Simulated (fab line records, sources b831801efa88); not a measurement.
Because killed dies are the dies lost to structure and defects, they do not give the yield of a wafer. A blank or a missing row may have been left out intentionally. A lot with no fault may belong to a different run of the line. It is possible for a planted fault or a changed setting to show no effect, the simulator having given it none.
Which of the tools did it?    flow sfq-line    13 lots with 39 wafers sampled at 2 steps, on a route of 325 steps

## WHAT EACH GAUGE READ, for each wafer
SFQ_M3_RS_MEAS_919: a four-point-probe measurement. Usual: M3_NB_RS typically reads 0.887 ohm/sq, with standard deviation 0.012.
lot   measured      on             M3_NB_RS (ohm/sq)  flag
L749  day 30 04:16  film-metro-04  0.894 0.896 0.900  
L750  day 30 19:52  film-metro-01  0.870 0.875 0.873  
L751  day 31 06:46  film-metro-01  0.894 0.896 0.891  
L752  day 31 09:10  film-metro-04  0.877 0.878 0.892  
L753  day 32 04:32  film-metro-02  0.912 0.898 0.903  
L755  day 33 04:22  film-metro-04  0.886 0.886 0.878  
L756  day 33 19:56  film-metro-02  0.872 0.884 0.883  
L757  day 33 23:34  film-metro-01  0.885 0.890 0.880  
L758  day 34 18:52  film-metro-04  0.897 0.882 0.887  
L759  day 35 08:05  film-metro-01  0.890 0.884 0.887  
L767  day 37 17:30  film-metro-04  0.871 1.736 0.873  OFF
L770  day 38 01:53  film-metro-04  0.893 0.914 0.888  
L771  day 38 14:35  film-metro-04  0.918 0.888 0.884  

## EACH LOT AND THE TOOL THAT RAN IT (in order: tool; ch and the chambers of the sampled wafers; start)
lot   SFQ_TRILAYER_M3_DEP_SPUTTER_073
L749  pvd-sputter-05, day 30 04:10
L750  pvd-sputter-03, day 30 19:44
L751  pvd-sputter-05, day 31 06:40
L752  pvd-sputter-03, day 31 09:03
L753  pvd-sputter-06, day 32 04:27
L755  pvd-sputter-06, day 33 04:15
L756  pvd-sputter-06, day 33 19:51
L757  pvd-sputter-03, day 33 23:27
L758  pvd-sputter-06, day 34 18:47
L759  pvd-sputter-06, day 35 07:59
L767  pvd-sputter-06, day 37 17:23
L770  pvd-sputter-05, day 38 01:47
L771  pvd-sputter-05, day 38 14:29
- SFQ_TRILAYER_M3_DEP_SPUTTER_073: material Nb, target thk 200 nm, time 133.3 s.

## AS READ BY THE TOOLS THEMSELVES (means over the sampled wafers that have a number; for cases with no such wafer, the mark the record gives instead)
SFQ_TRILAYER_M3_DEP_SPUTTER_073. Usual: throttle-valve-pct 29.5 %, standard deviation 1.1.
lot   tool            throttle-valve-pct (%)  flag
L749  pvd-sputter-05  27.8                    
L750  pvd-sputter-03  29.9                    
L751  pvd-sputter-05  27.6                    
L752  pvd-sputter-03  30.3                    
L753  pvd-sputter-06  29.7                    
L755  pvd-sputter-06  29.6                    
L756  pvd-sputter-06  29.6                    
L757  pvd-sputter-03  30.4                    
L758  pvd-sputter-06  30.1                    
L759  pvd-sputter-06  29.9                    
L767  pvd-sputter-06  29.9                    
L770  pvd-sputter-05  28.4                    
L771  pvd-sputter-05  28.5                    

## THE ANSWER, worked out from the rows above alone
Rule: a lot counts as off when the mean over its wafers that have a number is more than 3 standard deviations away from the usual mean. A lot without any number at a reading at which 4 lots or more have one is off too. Any other lot the step has rows for is counted as sound. First the gauges in route order, then the tools' own readings, where a lot's mean is used as printed above. At the first step where some lot is off, the reading lying furthest off is the one used; lots without a number count as furthest.
Off: L767, seen at SFQ_M3_RS_MEAS_919 (M3_NB_RS).
If a tool, at a process step before that reading, ran all the lots that are off and no sound lot after the first of them, it fits. Those tools and the gauges at SFQ_M3_RS_MEAS_919 are tried in the same way. One fits: SFQ_TRILAYER_M3_DEP_SPUTTER_073 on pvd-sputter-06. A fault onset in the window from L759 (day 35 07:59, its last sound lot) to L767 (day 37 17:23, its first lot off) fits.

## WHAT HAD BEEN PUT IN BY THE SIMULATOR
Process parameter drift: pvd-sputter-06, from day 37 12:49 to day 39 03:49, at SFQ_TRILAYER_M3_DEP_SPUTTER_073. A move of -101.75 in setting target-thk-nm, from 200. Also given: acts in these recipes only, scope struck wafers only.
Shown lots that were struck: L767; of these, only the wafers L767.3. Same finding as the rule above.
